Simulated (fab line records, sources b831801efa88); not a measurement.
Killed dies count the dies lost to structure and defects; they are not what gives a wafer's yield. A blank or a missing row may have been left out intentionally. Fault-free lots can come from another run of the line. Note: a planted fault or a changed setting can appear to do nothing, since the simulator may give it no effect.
fab line records + flow sky130
record:
- lots: 7
- wafers: 21
- last_day: 50
route steps=708 shown POLY_GATE@235 LDD_N@237 PAD_OPEN@708
lots that met no fault: taken from a fault-free run of the same line
start_h: the number of hours between the record's first day and the start of the first shown wafer of the lot + wait_h: time in hours since the lot's previous step + " same as the row above + L1.1+2: several wafers, shown together as one row + - no value, or no start was given + * or withheld: withheld + < > ~ a bound
route shown NAME@n: names a module that has steps shown in the file, with the first one's number in the route + usual: mean/standard deviation taken from wafers without a fault + same: alike in all rows + chamber/n: place in a boat + sites: per-site readings + _std_site: how widely they spread, as a standard deviation + _edge_site: inner sites' mean taken away from outer sites' mean + radius_mm: for every site, how far away it sits from the centre of the wafer + mask NAME#n: copy n + behind: the last tool/chamber to shape the wafer + hold: cause of the lot's hold/its duration in hours/its outcome + device: the n, p or np transistor that did not switch + end of line: the route-end tests of the same wafers + step lacking rows: just its recipe + killed: at the first sort, the dies lost to defects and structure; wafer yield is something else + map: per-die view of a wafer (x killed, . not killed, _ where there is no die)
set.NAME: the setting the step ran with; set.NAME@STEP: the setting that earlier step ran with + model.NAME: the simulator's own value behind a step, which no gauge read
a table for each step, a row for each wafer; lots at some steps of the route
services: the hour from which a tool's chamber was out of use, counted from the record's first day as start_h (under 0 if before that day), plus the number of hours and why
== steps ==
step: SKY_POLY_GATE_THK_MEAS_21
recipe:
- reads: SiO2_of_POLY_GATE_OXIDATION_20
usual:
- POLY_GATE_OXIDATION_THK: 4.03/0.076
| lot.wafer | tool          | chamber | start_h | wait_h | POLY_GATE_OXIDATION_THK[nm] |
|-----------|---------------|---------|---------|--------|-----------------------------|
| L606.3    | film_metro-03 | -       | 435.76  | 0.0    | 4.00                        |
| L606.4    | "             | -       | "       | "      | 4.08                        |
| L606.5    | "             | -       | "       | "      | 3.99                        |
| L608.1    | film_metro-02 | -       | 456.00  | 0.0    | 3.99                        |
| L608.4    | "             | -       | "       | "      | 4.00                        |
| L608.5    | "             | -       | "       | "      | 3.94                        |
| L610.2    | film_metro-02 | -       | 465.87  | 0.0    | 4.00                        |
| L610.4    | "             | -       | "       | "      | 3.97                        |
| L610.6    | "             | -       | "       | "      | 3.94                        |
| L613.1    | film_metro-02 | -       | 494.46  | 0.0    | 4.01                        |
| L613.2    | "             | -       | "       | "      | 4.11                        |
| L613.3    | "             | -       | "       | "      | 4.16                        |
| L616.2    | film_metro-01 | -       | 513.83  | 0.0    | 4.13                        |
| L616.3    | "             | -       | "       | "      | 4.05                        |
| L616.4    | "             | -       | "       | "      | 3.94                        |
| L618.1    | film_metro-01 | -       | 541.47  | 0.0    | 3.97                        |
| L618.2    | "             | -       | "       | "      | 4.04                        |
| L618.3    | "             | -       | "       | "      | 4.07                        |
| L620.1    | film_metro-02 | -       | 552.62  | 0.0    | 3.98                        |
| L620.2    | "             | -       | "       | "      | 4.02                        |
| L620.6    | "             | -       | "       | "      | 4.00                        |
step: SKY_POLY_GATE_CD_MEAS_22
usual:
- cd_nm: 150.1/1.6
| lot.wafer | tool      | chamber | start_h | wait_h | cd_nm |
|-----------|-----------|---------|---------|--------|-------|
| L606.3    | cd_sem-02 | -       | 435.85  | 0.1    | 148.5 |
| L606.4    | "         | -       | "       | "      | 148.2 |
| L606.5    | "         | -       | "       | "      | 148.9 |
| L608.1    | cd_sem-02 | -       | 456.06  | 0.1    | 151.2 |
| L608.4    | "         | -       | "       | "      | 148.7 |
| L608.5    | "         | -       | "       | "      | 150.4 |
| L610.2    | cd_sem-01 | -       | 465.94  | 0.1    | 149.5 |
| L610.4    | "         | -       | "       | "      | 151.1 |
| L610.6    | "         | -       | "       | "      | 149.1 |
| L613.1    | cd_sem-02 | -       | 494.52  | 0.1    | 151.0 |
| L613.2    | "         | -       | "       | "      | 151.3 |
| L613.3    | "         | -       | "       | "      | 151.7 |
| L616.2    | cd_sem-01 | -       | 513.91  | 0.1    | 146.8 |
| L616.3    | "         | -       | "       | "      | 147.1 |
| L616.4    | "         | -       | "       | "      | 150.3 |
| L618.1    | cd_sem-02 | -       | 541.53  | 0.1    | 150.1 |
| L618.2    | "         | -       | "       | "      | 152.0 |
| L618.3    | "         | -       | "       | "      | 149.5 |
| L620.1    | cd_sem-01 | -       | 552.68  | 0.1    | 151.2 |
| L620.2    | "         | -       | "       | "      | 150.1 |
| L620.6    | "         | -       | "       | "      | 149.0 |
step: SKY_LDD_N_DEHYDRATE_00
recipe:
- temp_c: 200
- time_s: 60
step: SKY_LDD_N_HMDS_01
recipe:
- prime_time_s: 60
- prime_temp_c: 120
step: SKY_LDD_N_COAT_02
recipe:
- resist: NOVOLAK
- spin_rpm: 3000
- resist_thk_nm: 300
step: SKY_LDD_N_SOFTBAKE_03
recipe:
- temp_c: 90
- time_s: 60
- resist: NOVOLAK
step: SKY_LDD_N_EXPOSE_04
recipe:
- mask_id: NTM
- target_cd_nm: 840
- na: 0.6
- source_shape: conventional
- sigma_outer: 0.6
- dose_mj: 110
step: SKY_LDD_N_PEB_05
recipe:
- temp_c: withheld
- time_s: *
- resist: NOVOLAK
step: SKY_LDD_N_DEVELOP_06
recipe:
- develop_time_s: 60
- dev_temp_c: 23
step: SKY_LDD_N_OVL_MEAS_07
usual:
- LDD_N_OVL: -1.3/1.3
| lot.wafer | tool       | chamber | start_h | wait_h | LDD_N_OVL[nm] |
|-----------|------------|---------|---------|--------|---------------|
| L606.3    | overlay-01 | -       | 467.56  | 0.1    | 0.2           |
| L606.4    | "          | -       | "       | "      | -0.6          |
| L606.5    | "          | -       | "       | "      | -1.0          |
| L608.1    | overlay-01 | -       | 487.36  | 0.1    | -2.9          |
| L608.4    | "          | -       | "       | "      | -2.0          |
| L608.5    | "          | -       | "       | "      | -1.8          |
| L610.2    | overlay-02 | -       | 497.81  | 0.1    | 0.3           |
| L610.4    | "          | -       | "       | "      | -1.0          |
| L610.6    | "          | -       | "       | "      | -0.3          |
| L613.1    | overlay-02 | -       | 526.16  | 0.1    | -3.3          |
| L613.2    | "          | -       | "       | "      | -1.5          |
| L613.3    | "          | -       | "       | "      | -1.6          |
| L616.2    | overlay-02 | -       | 544.57  | 0.1    | -2.6          |
| L616.3    | "          | -       | "       | "      | -4.0          |
| L616.4    | "          | -       | "       | "      | -3.7          |
| L618.1    | overlay-02 | -       | 572.75  | 0.1    | -0.5          |
| L618.2    | "          | -       | "       | "      | -0.5          |
| L618.3    | "          | -       | "       | "      | 0.2           |
| L620.1    | overlay-02 | -       | 583.31  | 0.1    | -1.2          |
| L620.2    | "          | -       | "       | "      | -0.6          |
| L620.6    | "          | -       | "       | "      | -0.6          |
step: SKY_LDD_N_IMPLANT_08
recipe:
- species: As
- energy_kev: 20
- dose_cm2: 7.5e+13
- tilt_deg: withheld
- rotation_deg: 23
step: SKY_LDD_N_IMPLANT_09
recipe:
- species: As
- energy_kev: 20
- dose_cm2: 7.5e+13
- tilt_deg: withheld
- rotation_deg: 113
step: SKY_LDD_N_IMPLANT_10
recipe:
- species: As
- energy_kev: 20
- dose_cm2: 7.5e+13
- tilt_deg: withheld
- rotation_deg: 203
usual:
- beam_energy_keV: 19.998/0.0053
- beam_on_s: 9.98/0.21
- faraday_current_uA: 423/8.8
| lot.wafer | tool         | chamber | start_h | wait_h | beam_energy_keV | beam_on_s | faraday_current_uA | model.implant.rp_nm | model.implant.drp_nm |
|-----------|--------------|---------|---------|--------|-----------------|-----------|--------------------|---------------------|----------------------|
| L606.3    | implanter-02 | 0       | 467.94  | 0.1    | 20.005          | 10.02     | 422                | 15.85               | 7.212                |
| L606.4    | "            | 0       | "       | "      | 19.998          | 10.01     | 421                | 15.85               | 7.212                |
| L606.5    | "            | 0       | "       | "      | 19.988          | 9.98      | 424                | 15.85               | 7.212                |
| L608.1    | implanter-01 | 0       | 487.70  | 0.1    | 17.292          | 12.03     | 350                | 14.16               | 6.53                 |
| L608.4    | "            | 0       | "       | "      | 17.298          | 11.33     | 374                | 14.16               | 6.53                 |
| L608.5    | "            | 0       | "       | "      | 17.295          | 11.71     | 363                | 14.16               | 6.53                 |
| L610.2    | implanter-01 | 0       | 498.16  | 0.1    | 17.299          | 11.57     | 365                | 14.49               | 6.53                 |
| L610.4    | "            | 0       | "       | "      | 17.301          | 11.40     | 371                | 14.49               | 6.53                 |
| L610.6    | "            | 0       | "       | "      | 17.299          | 11.82     | 358                | 14.49               | 6.53                 |
| L613.1    | implanter-01 | 0       | 526.49  | 0.1    | 17.285          | 11.44     | 371                | 14.14               | 6.53                 |
| L613.2    | "            | 0       | "       | "      | 17.283          | 11.45     | 371                | 14.14               | 6.53                 |
| L613.3    | "            | 0       | "       | "      | 17.294          | 11.15     | 378                | 14.14               | 6.53                 |
| L616.2    | implanter-02 | 0       | 544.92  | 0.1    | 20.006          | 9.86      | 427                | 16.1                | 7.212                |
| L616.3    | "            | 0       | "       | "      | 20.005          | 9.85      | 427                | 16.1                | 7.212                |
| L616.4    | "            | 0       | "       | "      | 19.996          | 9.96      | 423                | 16.1                | 7.212                |
| L618.1    | implanter-02 | 0       | 573.09  | 0.1    | 20.000          | 10.20     | 414                | 15.29               | 7.212                |
| L618.2    | "            | 0       | "       | "      | 20.002          | 9.73      | 433                | 15.29               | 7.212                |
| L618.3    | "            | 0       | "       | "      | 19.996          | 10.04     | 420                | 15.29               | 7.212                |
| L620.1    | implanter-01 | 0       | 583.65  | 0.1    | 19.997          | 10.08     | 419                | 15.9                | 7.212                |
| L620.2    | "            | 0       | "       | "      | 20.001          | 10.41     | 406                | 15.9                | 7.212                |
| L620.6    | "            | 0       | "       | "      | 20.003          | 10.03     | 424                | 15.9                | 7.212                |
step: SKY_LDD_N_IMPLANT_11
recipe:
- species: As
- energy_kev: 20
- dose_cm2: 7.5e+13
- tilt_deg: withheld
- rotation_deg: 293
step: SKY_PAD_OPEN_PROBE_99
usual:
- killed_at_M0_to_M3: 43/7.1
- killed_at_M4_up: 3.2/1.9
- killed_at_contacts: 23/5.1
- killed_at_front_end: 15/4.5
- killed_at_other: 0.4/0.65
- killed_dies: 85/9.4
- killed_open: 47/6.8
- killed_short: 38/6.1
same:
- gross_dies: 492
- killed_at_back_side: 0
| lot.wafer | tool      | chamber | start_h | wait_h | killed_at_M0_to_M3 | killed_at_M4_up | killed_at_contacts | killed_at_front_end | killed_at_other | killed_dies | killed_open | killed_short | model.etest.tip_n.rs_ohm_sq |
|-----------|-----------|---------|---------|--------|--------------------|-----------------|--------------------|---------------------|-----------------|-------------|-------------|--------------|-----------------------------|
| L606.3    | prober-02 | -       | 1131.01 | 0.2    | 49                 | 4               | 28                 | 17                  | 0               | 98          | 57          | 41           | 439.8                       |
| L606.4    | prober-02 | -       | 1131.06 | 0.2    | 45                 | 2               | 29                 | 23                  | 0               | 99          | 55          | 44           | 438.7                       |
| L606.5    | prober-02 | -       | 1131.11 | 0.2    | 33                 | 4               | 20                 | 22                  | 1               | 80          | 41          | 39           | 434.6                       |
| L608.1    | prober-02 | -       | 1142.42 | 0.1    | 59                 | 1               | 29                 | 21                  | 1               | 111         | 56          | 55           | 451                         |
| L608.4    | prober-02 | -       | 1142.57 | 0.2    | 39                 | 3               | 22                 | 16                  | 0               | 80          | 49          | 31           | 453.5                       |
| L608.5    | prober-02 | -       | 1142.62 | 0.2    | 57                 | 6               | 31                 | 7                   | 0               | 101         | 55          | 46           | 451.9                       |
| L610.2    | prober-02 | -       | 1147.80 | 0.1    | 50                 | 3               | 16                 | 20                  | 0               | 89          | 50          | 39           | 454.7                       |
| L610.4    | prober-02 | -       | 1147.90 | 0.2    | 41                 | 4               | 26                 | 19                  | 1               | 91          | 48          | 43           | 454.9                       |
| L610.6    | prober-02 | -       | 1148.00 | 0.2    | 55                 | 1               | 22                 | 23                  | 1               | 102         | 57          | 44           | 454.9                       |
| L613.1    | prober-01 | -       | 1162.92 | 0.1    | 32                 | 7               | 19                 | 20                  | 0               | 78          | 42          | 35           | 451.8                       |
| L613.2    | prober-01 | -       | 1162.97 | 0.1    | 43                 | 2               | 22                 | 15                  | 0               | 82          | 43          | 39           | 451.5                       |
| L613.3    | prober-01 | -       | 1163.02 | 0.2    | 36                 | 0               | 22                 | 18                  | 0               | 76          | 41          | 35           | 458.2                       |
| L616.2    | prober-02 | -       | 1177.36 | 0.1    | 37                 | 0               | 28                 | 8                   | 0               | 73          | 39          | 34           | 435                         |
| L616.3    | prober-02 | -       | 1177.41 | 0.2    | 50                 | 2               | 26                 | 21                  | 0               | 99          | 56          | 43           | 437.9                       |
| L616.4    | prober-02 | -       | 1177.46 | 0.2    | 45                 | 2               | 29                 | 13                  | 0               | 89          | 51          | 38           | 434.2                       |
| L618.1    | prober-02 | -       | 1188.42 | 0.1    | 38                 | 5               | 13                 | 16                  | 0               | 72          | 37          | 35           | 444.3                       |
| L618.2    | prober-02 | -       | 1188.47 | 0.1    | 41                 | 3               | 23                 | 26                  | 0               | 93          | 47          | 46           | 446.6                       |
| L618.3    | prober-02 | -       | 1188.52 | 0.2    | 55                 | 6               | 24                 | 12                  | 1               | 98          | 64          | 34           | 445.1                       |
| L620.1    | prober-02 | -       | 1193.46 | 0.1    | 40                 | 5               | 19                 | 10                  | 0               | 74          | 37          | 37           | 441.5                       |
| L620.2    | prober-02 | -       | 1193.51 | 0.1    | 36                 | 2               | 15                 | 10                  | 1               | 64          | 38          | 26           | 440.8                       |
| L620.6    | prober-02 | -       | 1193.71 | 0.2    | 35                 | 2               | 23                 | 13                  | 0               | 73          | 40          | 33           | 440.7                       |
killed by level:class
L606.3 VIA1:geometric_particle:open=12 LI_CONTACT:geometric_particle:open=11 CONTACT:geometric_particle:open=7 VIA3:geometric_particle:short=6 VIA3:geometric_particle:open=6 POLY_GATE:geometric_particle:open=5 VIA2:geometric_particle:open=5 METAL1:geometric_particle:short=5
L606.4 VIA1:geometric_particle:open=14 CONTACT:geometric_particle:open=11 VIA2:geometric_particle:open=8 LI_CONTACT:geometric_particle:open=7 VIA1:geometric_particle:short=7 FIELD_ISO:geometric_particle:short=6 CONTACT:geometric_particle:short=6 FIELD_ISO:geometric_particle:open=4
L606.5 VIA1:geometric_particle:open=9 CONTACT:geometric_particle:open=7 VIA2:geometric_particle:open=6 POLY_GATE:geometric_particle:short=5 CONTACT:geometric_particle:short=5 METAL1:geometric_particle:short=5 FIELD_ISO:geometric_particle:open=4 POLY_GATE:geometric_particle:open=4
L608.1 METAL1:geometric_particle:short=13 LI_CONTACT:geometric_particle:open=12 VIA2:geometric_particle:open=9 CONTACT:geometric_particle:open=8 VIA3:geometric_particle:open=8 VIA1:geometric_particle:open=7 METAL2:geometric_particle:short=7 FIELD_ISO:geometric_particle:short=6
L608.4 VIA1:geometric_particle:open=13 CONTACT:geometric_particle:open=7 LOCAL_INTERCONNECT:geometric_particle:short=6 VIA2:geometric_particle:open=6 CONTACT:geometric_particle:short=5 POLY_GATE:geometric_particle:short=5 FIELD_ISO:geometric_particle:open=4 LI_CONTACT:geometric_particle:open=4
L608.5 VIA1:geometric_particle:open=13 VIA3:geometric_particle:open=10 CONTACT:geometric_particle:short=8 CONTACT:geometric_particle:open=8 LI_CONTACT:geometric_particle:open=7 METAL1:geometric_particle:short=6 LOCAL_INTERCONNECT:geometric_particle:short=5 VIA2:geometric_particle:short=5
L610.2 VIA1:geometric_particle:open=12 VIA2:geometric_particle:open=9 CONTACT:geometric_particle:open=9 VIA2:geometric_particle:short=8 FIELD_ISO:geometric_particle:short=5 VIA1:geometric_particle:short=5 FIELD_ISO:geometric_particle:open=4 POLY_GATE:geometric_particle:short=3
L610.4 VIA3:geometric_particle:open=13 CONTACT:geometric_particle:open=10 VIA1:geometric_particle:open=7 POLY_GATE:geometric_particle:open=6 METAL2:geometric_particle:short=6 LI_CONTACT:geometric_particle:open=5 FIELD_ISO:geometric_particle:short=4 LI_CONTACT:geometric_particle:short=4
L610.6 VIA1:geometric_particle:open=14 CONTACT:geometric_particle:open=10 VIA3:geometric_particle:open=8 METAL1:geometric_particle:short=6 VIA2:geometric_particle:open=6 FIELD_ISO:geometric_particle:short=5 METAL3:geometric_particle:short=5 FIELD_ISO:geometric_particle:open=4
L613.1 CONTACT:geometric_particle:open=10 VIA3:geometric_particle:open=10 METAL4:geometric_particle:short=6 FIELD_ISO:geometric_particle:short=5 POLY_GATE:geometric_particle:short=5 FIELD_ISO:geometric_particle:open=4 VIA3:geometric_particle:short=4 VIA2:geometric_particle:open=4
L613.2 VIA1:geometric_particle:open=11 CONTACT:geometric_particle:open=7 VIA3:geometric_particle:open=7 VIA2:geometric_particle:open=6 LOCAL_INTERCONNECT:geometric_particle:short=6 FIELD_ISO:geometric_particle:short=5 METAL1:geometric_particle:short=5 LI_CONTACT:geometric_particle:open=4
L613.3 VIA1:geometric_particle:open=8 VIA3:geometric_particle:open=8 CONTACT:geometric_particle:open=7 FIELD_ISO:geometric_particle:open=5 POLY_GATE:geometric_particle:short=5 LI_CONTACT:geometric_particle:open=5 CONTACT:geometric_particle:short=5 METAL1:geometric_particle:short=5
L616.2 CONTACT:geometric_particle:open=10 LI_CONTACT:geometric_particle:open=8 VIA1:geometric_particle:open=7 METAL2:geometric_particle:short=7 VIA2:geometric_particle:short=5 VIA1:geometric_particle:short=5 LOCAL_INTERCONNECT:geometric_particle:short=4 VIA2:geometric_particle:open=4
L616.3 VIA2:geometric_particle:open=12 CONTACT:geometric_particle:open=9 VIA1:geometric_particle:open=7 VIA3:geometric_particle:open=7 POLY_GATE:geometric_particle:open=6 POLY_GATE:geometric_particle:short=5 LOCAL_INTERCONNECT:geometric_particle:short=5 METAL1:geometric_particle:short=5
L616.4 CONTACT:geometric_particle:open=12 VIA3:geometric_particle:open=11 LI_CONTACT:geometric_particle:open=7 METAL2:geometric_particle:short=7 VIA1:geometric_particle:short=6 VIA1:geometric_particle:open=6 CONTACT:geometric_particle:short=5 POLY_GATE:geometric_particle:open=4
L618.1 METAL1:geometric_particle:short=8 VIA2:geometric_particle:open=8 VIA1:geometric_particle:open=7 CONTACT:geometric_particle:short=6 FIELD_ISO:geometric_particle:open=5 METAL4:geometric_particle:short=5 CONTACT:geometric_particle:open=5 METAL2:geometric_particle:short=5
L618.2 FIELD_ISO:geometric_particle:short=10 METAL1:geometric_particle:short=8 VIA2:geometric_particle:open=8 CONTACT:geometric_particle:open=8 FIELD_ISO:geometric_particle:open=7 VIA1:geometric_particle:open=7 VIA1:geometric_particle:short=7 CONTACT:geometric_particle:short=6
L618.3 VIA1:geometric_particle:open=14 VIA3:geometric_particle:open=12 LI_CONTACT:geometric_particle:open=9 CONTACT:geometric_particle:open=9 VIA2:geometric_particle:open=9 METAL2:geometric_particle:short=6 POLY_GATE:geometric_particle:short=5 METAL3:geometric_particle:short=4
L620.1 VIA1:geometric_particle:open=12 CONTACT:geometric_particle:short=7 CONTACT:geometric_particle:open=6 VIA3:geometric_particle:open=6 METAL1:geometric_particle:short=5 VIA1:geometric_particle:short=5 METAL2:geometric_particle:short=4 METAL4:geometric_particle:short=4
L620.2 VIA1:geometric_particle:open=7 VIA2:geometric_particle:open=5 CONTACT:geometric_particle:open=5 POLY_GATE:geometric_particle:open=4 LI_CONTACT:geometric_particle:open=4 VIA3:geometric_particle:open=4 VIA1:geometric_particle:short=4 VIA3:geometric_particle:short=4
L620.6 CONTACT:geometric_particle:open=12 VIA1:geometric_particle:open=6 VIA2:geometric_particle:open=6 FIELD_ISO:geometric_particle:short=5 CONTACT:geometric_particle:short=4 METAL2:geometric_particle:short=4 VIA3:geometric_particle:open=4 LI_CONTACT:geometric_particle:short=3
== services ==
| tool         | chamber | start_h | hours | kind   |
|--------------|---------|---------|-------|--------|
| implanter-02 | -       | 497.56  | 2.0   | repair |
| implanter-01 | -       | 506.35  | 4.4   | pm     |
| implanter-02 | -       | 510.53  | 3.9   | repair |
== key ==
first_sign:
- step: SKY_LDD_N_IMPLANT_10
- reading: beam_energy_keV
- direction: down
- sigmas: 99+
- usual: *
- struck: *
effect:
- step: SKY_LDD_N_IMPLANT_10
- reading: beam_on_s
- direction: up
- sigmas: 7.5
- usual: 9.98
- struck: 11.55
model_effect:
- step: SKY_LDD_N_IMPLANT_10
- value: implant.rp_nm
- without: 15.84
- struck: 14.26
model_effect:
- step: SKY_PAD_OPEN_PROBE_99
- value: etest.tip_n.rs_ohm_sq
- without: 445.6
- struck: 453.6
met_at SKY_LDD_N_IMPLANT_10
struck_wafers L608.1,L608.4,L608.5,L610.2,L610.4,L610.6,L613.1,L613.2,L613.3
tester_left_out L608,L610,L613
fault:
- kind: process_parameter_drift
- tool: implanter-01
- chamber: -
- onset_h: 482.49
- steps: SKY_LDD_N_IMPLANT_10
- channel: energy_kev
- offset: *
- shape: step
- end_h: 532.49
- acts_in: *
- stated: *
tester_left_out: of these lots the tester's yield and bins aren't shown, on N5 and GAA mostly nor the transistor test; their killed dies are dies lost to structure and defects alone, not to doping, threshold or leakage, so they don't give the yield
